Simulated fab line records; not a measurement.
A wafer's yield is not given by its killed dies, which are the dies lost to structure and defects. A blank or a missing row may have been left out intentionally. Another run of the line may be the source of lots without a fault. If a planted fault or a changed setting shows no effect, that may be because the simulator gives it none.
Chamber matching | flow sky130 | SKY_LI_CONTACT_ETCH_15 on rieDiel-02 has 4 sister chambers
The step etches PSG in C4F8/O2/Ar, stops on Si, target depth 600 nm. 4 wafers are shown with their chamber, then 7 later ones without.

== WAFERS PAIRED WITH THEIR CHAMBERS ==
wafer  | chamber | oesProductAu (a.u.)
L077.3 | 2       | 0.834
L078.5 | 1       | 0.839
L081.6 | 3       | 0.837
L083.5 | 0       | 0.842

== WAFERS MISSING THEIR CHAMBER ==
wafer  | oesProductAu (a.u.)
L083.6 | 0.843
L085.1 | 0.842
L085.3 | 0.841
L085.4 | 0.836
L088.1 | 0.837
L088.2 | 0.839
L088.5 | 0.842

== THE CHAMBER EACH PASSED THROUGH ==
wafer  | from the rows above     | in truth
L083.6 | 0                       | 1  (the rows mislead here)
L085.1 | 0                       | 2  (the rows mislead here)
L085.3 | can't be placed: 0 or 1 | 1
L085.4 | can't be placed: 3 or 2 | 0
L088.1 | 3                       | 3
L088.2 | 1                       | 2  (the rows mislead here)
L088.5 | 0                       | 0
Correctly placed: 2 of 7. Unplaceable from these rows: 2, with the true chamber sitting among the candidates in 1. Wrongly placed: 3.
How it was worked out, from the rows above alone: a wafer's distance from a chamber is the root of the sum, over the readings, of the square of ((its reading less the chamber's mean) divided by the reading's scatter). If the next closest chamber is less than 2 further off than the closest, the wafer can't be placed; otherwise it belongs to the closest. The mean given for a chamber averages the wafers shown for that chamber. The scatter (one wafer shown for each chamber): square how far every hidden wafer sits from the nearest shown wafer, average those squares and take the square root.
